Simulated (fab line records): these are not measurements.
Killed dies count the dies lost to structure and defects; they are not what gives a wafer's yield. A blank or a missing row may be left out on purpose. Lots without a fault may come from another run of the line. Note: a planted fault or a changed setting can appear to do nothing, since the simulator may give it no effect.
Comparing a struck lot with a sound one	flow gf180mcu	14 steps out of a route of 602
Sound: these wafers, L373.2, L373.3, L373.4. The struck wafers were L381.2, L381.3, L381.5. The cause is named last.
Each step with rows lists, per side, the tool, then ch with its chambers, then its first start. Under that, the readings that differ: sound wafers	struck wafers	difference of the means	sigmas: that difference in standard deviations of wafers without a fault.
alike: same words and numbers on both sides, and readings whose means sit less than 2 such deviations apart. not compared: any withheld reading, any reading some wafer has no value for, any bound like >300 that may hide the same value, and any number with overlapping values for which the record gives no deviation.
The two part at a step that has a row with sigmas, a row that says differs or no value, or rows on one side only. Numbers that have no deviation but don't overlap get no sigmas and don't part them. Lack of a reading on every wafer of one side parts them only where that side has two or more wafers.

first, 1 step without rows for these wafers: GF_PSD_CLEAN_12 (cleans in SC1/SC2, time 150 s).
GF_PSD_RTA_13: time 20 s.
  sound on rtp-anneal-02 ch 0, day 16 10:34; struck on rtp-anneal-01 ch 0, day 19 08:30
reading	sound	struck	difference	sigmas
lamp-power-pct (%)	37.9 37.8 37.9	34.6 34.6 34.6	-3.3	-2
  alike: wafer_temp_C_max
GF_PSD_RS_MEAS_14: measures by four-point-probe.
  sound: film-metro-01 at day 16 10:39; struck: film-metro-04 at day 19 08:35
  alike: NSD_RS
GF_PSD_RS_MEAS_15: measures by four-point-probe.
  sound: film-metro-01 at day 16 10:46; struck: film-metro-04 at day 19 08:43
reading	sound	struck	difference	sigmas
PSD_RS (ohm/sq)	108.76 108.84 108.69	107.95 107.86 108.61	-0.62	-2
GF_SAB_CVD_00: deposits SiO2 from TEOS, target thk 50 nm, time 4.9302 s.
  sound on pecvd-01 ch 0,1,2, day 16 10:52; struck on pecvd-03 ch 0,1, day 19 08:49
  alike: heater-power-w, susceptor-temp-C
  not compared: since-wet-clean-h
GF_SAB_THK_MEAS_01:
  sound: film-metro-03 at day 16 10:54; struck: film-metro-01 at day 19 08:50
  alike: SAB_CVD_00_THK
then, 6 steps without rows for these wafers: GF_SAB_DEHYDRATE_02 (time 60 s); GF_SAB_HMDS_03 (prime time 60 s); GF_SAB_COAT_04 (resist thk 1000 nm); GF_SAB_SOFTBAKE_05 (time 60 s); GF_SAB_EXPOSE_06 (exposes mask SAB, target cd 420 nm); GF_SAB_PEB_07.
GF_SAB_DEVELOP_08: develop time 60 s.
  struck on litho-track-03, day 20 08:27; sound on litho-track-02 ch 0, day 17 09:17
  no value came back on the struck wafers for chill-plate-temp-C (C), develop-time-s (s); on the sound wafers chill-plate-temp-C (C) reads 22.92 23.07 23.05
GF_SAB_CD_MEAS_09 targets a cd of 420 nm.
  sound: cd-sem-01 at day 17 09:26; struck: cd-sem-02 at day 20 08:35
reading	sound	struck	difference	sigmas
cd-nm (nm)	415.9 417.4 418.9	- - -	no value on the struck wafers	

## WHERE THEY PART
At GF_PSD_RTA_13 first; at GF_SAB_CD_MEAS_09 last (within this record only).

WHY: what the simulator had put in
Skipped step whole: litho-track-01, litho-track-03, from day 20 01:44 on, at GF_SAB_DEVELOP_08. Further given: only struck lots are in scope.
